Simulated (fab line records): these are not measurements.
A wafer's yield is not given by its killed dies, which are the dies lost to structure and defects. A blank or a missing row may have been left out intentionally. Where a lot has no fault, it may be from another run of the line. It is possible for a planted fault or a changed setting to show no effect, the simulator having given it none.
Comparing a struck lot with a sound one -- flow sky130 -- 43 out of 708 route steps
Sound: the wafers L856.2, L856.4, L856.5. Struck: wafers L850.3, L850.6. The cause is named last.
For every step that has rows: the tool of each side, followed by ch and its chambers, followed by its first start. Under that, the readings that differ: sound wafers -- struck wafers -- difference of the means -- sigmas: that difference in standard deviations of wafers without a fault.
alike: same words and numbers on both sides, and readings whose means sit less than 2 such deviations apart. not compared: any withheld reading, any reading some wafer has no value for, any bound like >300 that may hide the same value, and any number with overlapping values for which the record gives no deviation.
The two part at a step that has a row with sigmas, a row that says differs or no value, or rows on one side only. When numbers do not overlap yet have no deviation, they are printed without sigmas and do not part them. Lack of a reading on every wafer of one side parts them only where that side has two or more wafers.

first, 6 steps without rows for these wafers: SKY_VIA3_COAT_06 (resist thk 60 nm); SKY_VIA3_COAT_07 (resist thk 450 nm); SKY_VIA3_SOFTBAKE_08 (time 90 s); SKY_VIA3_EXPOSE_09 (exposes mask VIM3, target cd 200 nm); SKY_VIA3_PEB_10; SKY_VIA3_DEVELOP_11 (develop time 60 s).
SKY_VIA3_CD_MEAS_12: the cd target is 200 nm.
  struck on cdSem-01, day 42 01:47; sound on cdSem-01, day 43 09:01
reading,sound,struck,difference,sigmas
cdNm (nm),200.9 199.7 200.5,197.4 196.4,-3.5,-2
SKY_VIA3_OVL_MEAS_13:
  struck on overlay-01, day 42 01:53; sound on overlay-01, day 43 09:07
  alike: VIA3_OVL
then, 1 step without rows for these wafers: SKY_VIA3_ETCH_14 (etches BARC in N2/H2, stops on SiO2, time 45.9 s, target depth 60 nm).
SKY_VIA3_ETCH_15: etches SiO2 in C4F8/O2/Ar, stops on TiN, target depth 507 nm, time 78 s.
  sound on rieDiel-03 ch 0,3, day 43 09:11; struck on rieDiel-03 ch 1,2, day 42 01:56
reading,sound,struck,difference,sigmas
biasW (W),1200 1199 1199,1212 1207,+10,+3
  alike: oesProductAu
  not compared: rfHoursCounterH
then, 2 steps without rows for these wafers: SKY_VIA3_STRIP_16 (strips in O2/N2); SKY_VIA3_STRIP_17 (strips in post etch residue remover, time 1200 s).
SKY_VIA3_CLEAN_18: cleans in IPA, time 180 s.
  sound on wetBench-04 ch 3, day 43 09:43; struck on wetBench-02 ch 2, day 42 02:26
then, 1 step without rows for these wafers: SKY_VIA3_CLEAN_19 (cleans in O3/DIW).
SKY_VIA3_SPUTTER_20: material TiN, target thk 20 nm, time 80 s.
  struck on pvdSputter-01, day 42 02:35; sound on pvdSputter-03, day 43 09:52
  alike: throttleValvePct
SKY_VIA3_CVD_21: deposits W, target thk 390 nm, time 117.31 s.
  sound on cvdW-02 ch 0, day 43 09:56; struck on cvdW-01 ch 0,1, day 42 02:42
  alike: chamberPressureTorr, heaterPowerW
  not compared: sinceWetCleanH
SKY_VIA3_RS_MEAS_22: measurement is done with a four-point probe.
  struck on filmMetro-04, day 42 02:49; sound on filmMetro-01, day 43 10:05
  alike: VIA3_W_RS
SKY_VIA3_THK_MEAS_23: measures by xrf.
  struck on filmMetro-04, day 42 02:55; sound on filmMetro-01, day 43 10:11
  alike: VIA3_W_THK
then, 5 steps without rows for these wafers: SKY_VIA3_CMP_24 (polishes, stops on SiO2, t overpolish 20 s, target thk 0 nm); SKY_METAL4_SPUTTER_00 (material Ti, target thk 15 nm, time 10 s); SKY_METAL4_SPUTTER_01 (material TiN, target thk 20 nm, time 16.7 s); SKY_METAL4_SPUTTER_02 (material AlCu, target thk 735 nm, time 39.1 s); SKY_METAL4_SPUTTER_03 (material Ti, target thk 5 nm, time 3.3 s).
SKY_METAL4_SPUTTER_04: material TiN, target thk 70 nm, time 58.3 s.
  struck on pvdSputter-03, day 42 03:22; sound on pvdSputter-01, day 43 10:38
  alike: throttleValvePct
then, 1 step without rows for these wafers: SKY_CAP2M_CVD_00 (deposits SiO2, target thk 15.5 nm).
SKY_CAP2M_THK_MEAS_01:
  struck on filmMetro-02, day 42 03:27; sound on filmMetro-03, day 43 10:43
  alike: CAP2M_CVD_00_THK
SKY_CAP2M_SPUTTER_02: material TiN, target thk 200 nm, time 166.7 s.
  struck on pvdSputter-04, day 42 03:29; sound on pvdSputter-02, day 43 10:46
  alike: throttleValvePct
SKY_CAP2M_RS_MEAS_03: measurement is done with a four-point probe.
  struck on filmMetro-01, day 42 03:38; sound on filmMetro-01, day 43 10:54
  alike: CAP2M_TIN_RS
SKY_CAP2M_THK_MEAS_04: measures by xrf.
  struck on filmMetro-01, day 42 03:44; sound on filmMetro-01, day 43 11:01
  alike: CAP2M_TIN_THK
then, 7 steps without rows for these wafers: SKY_CAP2M_DEHYDRATE_05 (time 60 s); SKY_CAP2M_HMDS_06 (prime time 60 s); SKY_CAP2M_COAT_07 (resist thk 1140 nm); SKY_CAP2M_SOFTBAKE_08 (time 60 s); SKY_CAP2M_EXPOSE_09 (exposes mask CAP2M, target cd 1000 nm); SKY_CAP2M_PEB_10; SKY_CAP2M_DEVELOP_11 (develop time 60 s).
SKY_CAP2M_OVL_MEAS_12:
  struck on overlay-01, day 43 02:40; sound on overlay-02, day 44 09:10
  alike: CAP2M_OVL
then, 5 steps without rows for these wafers: SKY_CAP2M_METAL_ETCH_13 (etches TiN in Cl2/BCl3, stops on SiO2, target depth 220 nm, time 62.9 s); SKY_CAP2M_STRIP_14 (strips in O2/N2); SKY_CAP2M_STRIP_15 (strips in post etch residue remover, time 1200 s); SKY_CAP2M_CLEAN_16 (cleans in IPA, time 180 s); SKY_CAP2M_CLEAN_17 (cleans in O3/DIW).
-- the record jumps here: 5 days lie between the struck wafers' starts before and after (it left off in module CAP2M and takes up again in module PAD_OPEN, whose first step shown is number 708 of the route) --
SKY_PAD_OPEN_PROBE_99:
  struck on prober-01, day 47 19:52; sound on prober-01, day 48 23:10
reading,sound,struck,difference,sigmas
defectLimitedYield (%),80.1 81.1 80.1,72.0 77.8,-5.5,-3
killed_at_M0_to_M3,51 46 43,83 64,+27,+4
killedDies,98 93 98,138 109,+27,+3
sort_bin_3_pad_short (%),0.4 1.0 1.6,2.0 2.0,+1.0,+2
sort_bin_5_function (%),12.4 13.0 9.1,16.9 14.2,+4.0,+3
sortNPass,394 399 394,354 383,-27,-3
sortYieldPct (%),80.1 81.1 80.1,72.0 77.8,-5.5,-3
model.etest.tester.sortNPass,394 399 394,354 383,-27,
model.etest.tester.sortYieldPct (%),80.08 81.1 80.08,71.95 77.85,-5.52,
model.etest.tester.sort_bin_5_pct (%),12.4 13.01 9.146,16.87 14.23,+4.03,
model.etest.tester.sort_bin_3_pct (%),0.4065 1.016 1.626,2.033 2.033,+1.017,
  alike: killed_at_M4_up, killedAtContacts, killedAtFrontEnd, killedAtOther, killedOpen, killedShort, sort_bin_6_memory

== WHERE THEY PART ==
Last at SKY_PAD_OPEN_PROBE_99 as far as this record goes, first at SKY_VIA3_CD_MEAS_12.

WHY: what the simulator had put in
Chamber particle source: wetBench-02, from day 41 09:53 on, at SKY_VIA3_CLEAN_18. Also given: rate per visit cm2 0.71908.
